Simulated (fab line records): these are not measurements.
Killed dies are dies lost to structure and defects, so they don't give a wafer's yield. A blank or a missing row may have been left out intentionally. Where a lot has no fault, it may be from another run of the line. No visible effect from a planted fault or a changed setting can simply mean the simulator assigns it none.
Which tool did it? -- flow sky130 -- 11 lots, 32 wafers sampled, at 3 steps of a route of 708

## WHAT THE GAUGES SHOWED, per wafer
SKY_VIA1_RS_MEAS_22: a four-point-probe measurement.
lot,measured,on,VIA1_W_RS (ohm/sq)
L485,day 34 18:56,film metro-03,0.435 0.425 0.422
L487,day 35 12:31,film metro-02,0.427 0.421 0.431
L486,day 35 13:14,film metro-03,0.435 0.428 0.431
L490,day 36 11:13,film metro-04,0.431 0.422 0.425
L492,day 36 16:56,film metro-04,0.419 0.424 0.422
L493,day 37 04:19,film metro-02,0.421 0.428 0.421
L494,day 37 13:27,film metro-03,0.421 0.424 0.318
L497,day 38 08:52,film metro-03,0.426 0.425 0.427
L498,day 38 14:26,film metro-03,0.320 0.425
L505,day 40 10:20,film metro-04,0.428 0.424 0.428
L506,day 40 16:19,film metro-02,0.427 0.426 0.425

## WHAT TOOL EACH LOT RAN ON (gives the tool, then ch and the chambers of the sampled wafers, and finally the start)
lot,SKY_METAL1_SPUTTER_04,SKY_VIA1_CVD_21
L485,"pvd sputter-04, day 32 11:31","cvd w-01 ch 0,1, day 34 18:50"
L487,"pvd sputter-02, day 33 05:15","cvd w-02 ch 0,1, day 35 12:26"
L486,"pvd sputter-03, day 33 05:31","cvd w-02 ch 0,1, day 35 13:09"
L490,"pvd sputter-03, day 34 03:34","cvd w-01 ch 0,1, day 36 11:07"
L492,"pvd sputter-04, day 34 09:57","cvd w-01 ch 0,1, day 36 16:50"
L493,"pvd sputter-02, day 34 20:46","cvd w-01 ch 0,1, day 37 04:14"
L494,"pvd sputter-02, day 35 06:06","cvd w-01 ch 0,1, day 37 13:22"
L497,"pvd sputter-02, day 36 02:07","cvd w-02 ch 0,1, day 38 08:45"
L498,"pvd sputter-04, day 36 07:34","cvd w-01 ch 0,1, day 38 14:19"
L505,"pvd sputter-03, day 38 06:14","cvd w-02 ch 0,1, day 40 10:14"
L506,"pvd sputter-02, day 38 12:29","cvd w-02 ch 0,1, day 40 16:14"
- SKY_METAL1_SPUTTER_04: material TiN, target thk 70 nm, time 58.3 s.
- SKY_VIA1_CVD_21: deposits W, target thk 270 nm, time 80.902 s.

## THE ANSWER, worked out from the rows above alone
Rule: the lots themselves supply what counts as usual. The widest of any qualifying gaps counts: lots, ordered by their means at a reading, are off when they make up no more than a third of the lots, leave a main group of 4 or more, and stand apart from it by 3 or more times the standard deviation of that group's means. The tables above print the reading to a certain number of digits; a main group whose means all agree to those digits is not used. Also off: a lot with no number at a reading for which 4 or more lots have one. The other lots that the step has rows for count as sound.
Off: at SKY_VIA1_RS_MEAS_22 (VIA1_W_RS), L494, L498. Mean 0.426 ohm/sq and standard deviation 0.0025 in the main group.
If a tool, at a process step before that reading, ran all the lots that are off and no sound lot after the first of them, it fits. Those tools and the gauges at SKY_VIA1_RS_MEAS_22 are tried in the same way. One fits: SKY_VIA1_CVD_21 on cvd w-01. Its last sound lot is L493 (day 37 04:14), its first lot that is off L494 (day 37 13:22): a fault that began between those two fits.

## WHAT THE SIMULATOR HAD PUT IN
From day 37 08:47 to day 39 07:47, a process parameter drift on cvd w-01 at SKY_VIA1_CVD_21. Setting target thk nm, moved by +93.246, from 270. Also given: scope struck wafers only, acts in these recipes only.
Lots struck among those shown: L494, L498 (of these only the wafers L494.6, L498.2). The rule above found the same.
